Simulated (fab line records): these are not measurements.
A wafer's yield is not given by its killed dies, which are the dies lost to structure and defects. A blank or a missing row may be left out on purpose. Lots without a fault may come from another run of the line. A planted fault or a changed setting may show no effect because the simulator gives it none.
Problem report in the 8D (eight disciplines) form, filled by code -- flow gf180mcu -- the parts of the form that need people (team, actions taken, sign-off) are left out

## 1. THE ISSUE
chamberPressurePa at GF_MIM_SPUTTER_02 reads a mean of 0.5154 Pa on 3 wafers of 2 lots; wafers without a fault read 0.3999 Pa with a standard deviation of 0.0013. That is +89 standard deviations from the usual mean.
The step: material AlCu, target thk 450 nm, time 23.9 s.
Seen first at day 30 20:24 on pvdSputter-02, wafer L110.1. Wafers with a number at this step in the record: 39, from 13 lots. The rule behind "out" and "out of limits": a value lying over 4 standard deviations away from the usual mean. Any other wafer with a number is counted as sound.

## 2. WHAT IT IS AND WHAT IT IS NOT
question,is,is not
which readings at this step,chamberPressurePa,throttleValvePct
which lots,"L110, L111","L100, L101, L102, L103, L112, L992, L993, L994, L995, L996, L997"
which wafers of those lots,"L110.1, L110.5, L111.5","L110.4, L111.2, L111.4"
read on which tools,pvdSputter-02,"pvdSputter-01, pvdSputter-03"
when,from day 30 20:24,"up to then (31 sound wafers); but 5 sound wafers of L111, L112 came after"

## 3. WHAT RULES OUT EACH SUSPECT
Counting: a tool at a process step up to the reading stays a suspect if it ran every lot that is out. Sound lots after the first of them don't rule it out here, since some wafers of a struck lot are sound.
- pvdSputter-02 at GF_MIM_SPUTTER_02 (material AlCu, target thk 450 nm, time 23.9 s): kept. Every lot that is out went through it, the first being L110 (day 30 20:24); the last sound lot it ran before that was L101 (day 28 09:39). Its own readings are out on those wafers: chamberPressurePa.
The count leaves pvdSputter-02 at GF_MIM_SPUTTER_02.

## 4. THE CAUSE (what the simulator had put in)
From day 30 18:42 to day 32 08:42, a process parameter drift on pvdSputter-02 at GF_MIM_SPUTTER_02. Setting chamberPressurePa shifted by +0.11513 from 0.4. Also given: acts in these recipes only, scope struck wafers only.
After counting, this tool was the only one left.

## 5. THE EFFECT CHAIN, in route order
Rows list readings where the struck wafers' mean (over those with a number) sits beyond 3 standard deviations from the usual. Scope: only readings with a usual standard deviation given in the record; hours: median across lots of the time from each lot's start at the first step in this table that gives one to its start at this step; sigmas: change in usual standard deviations.
hours,step,reading,usual,on struck wafers,change,sigmas
0,GF_MIM_SPUTTER_02,chamberPressurePa,0.3999 Pa,0.5154,+0.1155,+89
Its process steps:
- GF_MIM_SPUTTER_02: material AlCu, target thk 450 nm, time 23.9 s.
Later steps that measure or inspect, where all struck wafers having a row at the step show a number for every such reading and not one has moved that far: GF_MIM_RS_MEAS_10.

## 6. HOW IT WOULD HAVE BEEN CAUGHT EARLIER
First out-of-limits reading in this record: day 30 20:24, which is 2 hours after fault onset at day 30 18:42.
